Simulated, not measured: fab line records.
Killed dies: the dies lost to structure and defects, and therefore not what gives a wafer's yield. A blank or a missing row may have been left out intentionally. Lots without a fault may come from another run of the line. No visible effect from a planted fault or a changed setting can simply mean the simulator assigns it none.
The tool behind it: which one? ; flow gf180mcu ; 18 wafers from 6 lots sampled at 3 of the route's 602 steps

WHAT THE GAUGES SHOWED, per wafer
GF_V4_OVL_MEAS_15.
lot;measured;on;V4_OVL (nm)
L366;day 25 22:59;overlay-01;-3 7 4
L370;day 27 03:11;overlay-01;0 -7 -6
L371;day 27 12:59;overlay-02;2 -7 -3
L375;day 28 07:08;overlay-01;2 1 7
L377;day 28 19:53;overlay-01;0 -11 -4
L379;day 29 05:32;overlay-01;10 7 14

WHICH TOOL RAN EACH LOT (tool, then ch and the chambers of the sampled wafers, then the start)
lot;GF_V3_SPUTTER_22;GF_V4_CVD_02
L366;pvdSputter-04, day 24 00:16;pecvd-01 ch 0,1,2, day 25 00:31
L370;pvdSputter-04, day 25 07:08;pecvd-04 ch 0,2, day 26 05:36
L371;pvdSputter-01, day 25 16:59;pecvd-01 ch 1,2, day 26 15:47
L375;pvdSputter-03, day 26 11:35;pecvd-04 ch 0,2, day 27 09:57
L377;pvdSputter-04, day 27 02:07;pecvd-01 ch 1,2, day 28 00:08
L379;pvdSputter-04, day 27 11:41;pecvd-04 ch 1,2, day 28 09:35
- GF_V3_SPUTTER_22: material TiN, target thk 10 nm, time 40 s.
- GF_V4_CVD_02: deposits SiO2 from TEOS, target thk 850 nm, time 94.851 s.

THE ANSWER, worked out from the rows above alone
Rule: the usual values come from the lots themselves. The widest of any qualifying gaps counts: lots, ordered by their means at a reading, are off when they make up no more than a third of the lots, leave a main group of 4 or more, and stand apart from it by 3 or more times the standard deviation of that group's means. The tables above print the reading to a certain number of digits; a main group whose means all agree to those digits is not used. A lot without any number at a reading at which 4 lots or more have one is off too. The other lots that the step has rows for count as sound.
Across all readings shown, no lot is off: no conclusion can be drawn from this.

WHAT THE SIMULATOR HAD INSERTED
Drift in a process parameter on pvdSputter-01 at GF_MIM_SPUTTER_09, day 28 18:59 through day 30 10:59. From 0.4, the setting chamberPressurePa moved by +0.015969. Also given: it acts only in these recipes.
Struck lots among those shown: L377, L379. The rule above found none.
